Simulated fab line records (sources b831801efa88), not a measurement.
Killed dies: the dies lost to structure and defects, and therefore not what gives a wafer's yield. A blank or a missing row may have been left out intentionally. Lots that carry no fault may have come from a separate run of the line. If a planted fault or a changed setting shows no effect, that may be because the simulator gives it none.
One fault through the eyes of 2 desks | flow gf180mcu | every desk sees just its own numbers, and what lay behind them comes last

== THE TOOL OWNER'S DESK: pvd sputter-02 ==
The tool's own readings at GF_M3_SPUTTER_00 (material Ti, target thk 37.5 nm, time 150 s): means of the sampled wafers that have a number, for each lot that ran on this tool. A lot is out of limits, marked OUT, if its mean lies more than 4 standard deviations from the usual mean; the brackets give that distance.
Columns: A = throttle valve pct at GF_M3_SPUTTER_00, usual 29.8 %
lot  | first seen here | A
L572 | day 25 20:14    | 30.1
L577 | day 27 09:12    | 29.2
L578 | day 27 14:44    | 29.2
L580 | day 28 00:37    | 29.6
Result from this desk: across the 4 lots, nothing is out of limits.

== METROLOGY DESK ==
Lot by lot, what the gauges showed, no matter which tool ran the lot: averages of those sampled wafers that carry a number. A lot is out of limits, marked OUT, if its mean lies more than 4 standard deviations from the usual mean; the brackets give that distance.
Columns: A = V2_OVL at GF_V2_OVL_MEAS_15, usual 3 nm; B = V2_W_RS at GF_V2_RS_MEAS_24, usual 0.331 ohm/sq; C = V2_W_THK at GF_V2_THK_MEAS_25, usual 336 nm
lot  | first seen here | A  | B     | C
L561 | day 21 23:54    | -0 | 0.333 | 329
L567 | day 24 04:28    | 8  | 0.330 | 338
L569 | day 24 14:24    | 0  | 0.331 | 335
L572 | day 25 18:31    | 10 | 0.331 | 334
L577 | day 27 07:49    | 3  | 0.330 | 343
L578 | day 27 13:19    | 2  | 0.330 | 339
L580 | day 27 23:12    | -4 | 0.327 | 339
Result from this desk: across the 7 lots, nothing is out of limits.

== BROUGHT TOGETHER ==
The tool owner's desk saw nothing out of limits.
At the metrology desk, nothing out of limits was observed.

== WHAT HAD BEEN PUT IN BY THE SIMULATOR ==
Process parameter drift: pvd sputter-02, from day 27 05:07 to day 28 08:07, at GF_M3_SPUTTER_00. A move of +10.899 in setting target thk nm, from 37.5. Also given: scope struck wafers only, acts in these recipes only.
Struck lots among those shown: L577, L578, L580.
